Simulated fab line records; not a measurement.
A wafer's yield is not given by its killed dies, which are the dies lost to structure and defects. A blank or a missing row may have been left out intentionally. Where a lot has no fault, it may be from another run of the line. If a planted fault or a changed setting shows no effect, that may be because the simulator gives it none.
Matching of chambers / flow sky130 / 4 sister chambers for SKY_VIA4_CMP_02 on cmp-01
The step polishes SiO2. 24 wafers are shown with their chamber, then 12 later ones without.

## EACH WAFER AND ITS CHAMBER
wafer=L077.2; chamber=3; motor-current-A (A)=12.1
wafer=L077.3; chamber=1; motor-current-A (A)=12.1
wafer=L077.6; chamber=0; motor-current-A (A)=11.9
wafer=L079.2; chamber=0; motor-current-A (A)=12.6
wafer=L079.3; chamber=2; motor-current-A (A)=13.6
wafer=L079.4; chamber=1; motor-current-A (A)=12.2
wafer=L080.2; chamber=2; motor-current-A (A)=14.1
wafer=L080.4; chamber=0; motor-current-A (A)=11.7
wafer=L080.6; chamber=0; motor-current-A (A)=11.2
wafer=L081.3; chamber=2; motor-current-A (A)=14.4
wafer=L081.4; chamber=1; motor-current-A (A)=12.8
wafer=L081.5; chamber=2; motor-current-A (A)=14.0
wafer=L082.1; chamber=1; motor-current-A (A)=12.8
wafer=L082.3; chamber=0; motor-current-A (A)=12.0
wafer=L082.5; chamber=3; motor-current-A (A)=12.7
wafer=L085.3; chamber=3; motor-current-A (A)=12.3
wafer=L085.4; chamber=2; motor-current-A (A)=13.2
wafer=L085.5; chamber=1; motor-current-A (A)=13.1
wafer=L086.2; chamber=1; motor-current-A (A)=12.8
wafer=L086.4; chamber=3; motor-current-A (A)=11.9
wafer=L086.6; chamber=1; motor-current-A (A)=12.9
wafer=L087.1; chamber=0; motor-current-A (A)=12.2
wafer=L087.2; chamber=1; motor-current-A (A)=13.3
wafer=L087.3; chamber=3; motor-current-A (A)=11.7

SIGNATURES, as means of the wafers listed above
reading=motor-current-A; chamber 0=11.933; chamber 1=12.750; chamber 2=13.860; chamber 3=12.140; scatter within a chamber=0.433
Rule: distance of a wafer from a chamber = root of the sum over the readings of ((wafer's reading minus chamber's mean) / reading's scatter) squared. The wafer belongs to the nearest chamber; if the next one is less than 2 further off, it can't be placed. The scatter: take each reading less its chamber's mean, square it, sum over the shown wafers, divide by the number of wafers less the number of chambers, and take the root.

## WAFERS WITHOUT THEIR CHAMBER
wafer=L089.3; motor-current-A (A)=12.1
wafer=L089.5; motor-current-A (A)=12.3
wafer=L089.6; motor-current-A (A)=11.7
wafer=L091.2; motor-current-A (A)=13.1
wafer=L091.4; motor-current-A (A)=10.9
wafer=L091.5; motor-current-A (A)=11.9
wafer=L093.3; motor-current-A (A)=12.0
wafer=L093.4; motor-current-A (A)=12.1
wafer=L093.5; motor-current-A (A)=13.4
wafer=L094.1; motor-current-A (A)=11.8
wafer=L094.2; motor-current-A (A)=14.7
wafer=L094.5; motor-current-A (A)=13.9

## CHAMBER TAKEN BY EACH
wafer=L089.3; from the rows above=can't be placed: 3 or 0 or 1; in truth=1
wafer=L089.5; from the rows above=can't be placed: 3 or 0 or 1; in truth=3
wafer=L089.6; from the rows above=can't be placed: 0 or 3 or 1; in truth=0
wafer=L091.2; from the rows above=can't be placed: 1 or 2 or 3 or 0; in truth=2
wafer=L091.4; from the rows above=can't be placed: 0 or 3 or 1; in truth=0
wafer=L091.5; from the rows above=can't be placed: 0 or 3 or 1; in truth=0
wafer=L093.3; from the rows above=can't be placed: 0 or 3 or 1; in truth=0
wafer=L093.4; from the rows above=can't be placed: 3 or 0 or 1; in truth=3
wafer=L093.5; from the rows above=can't be placed: 2 or 1 or 3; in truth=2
wafer=L094.1; from the rows above=can't be placed: 0 or 3 or 1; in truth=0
wafer=L094.2; from the rows above=2; in truth=2
wafer=L094.5; from the rows above=2; in truth=2
Correctly placed: 2 of 12. These rows do not allow placing 10 (true chamber among the candidates in 10). 0 placed wrongly.
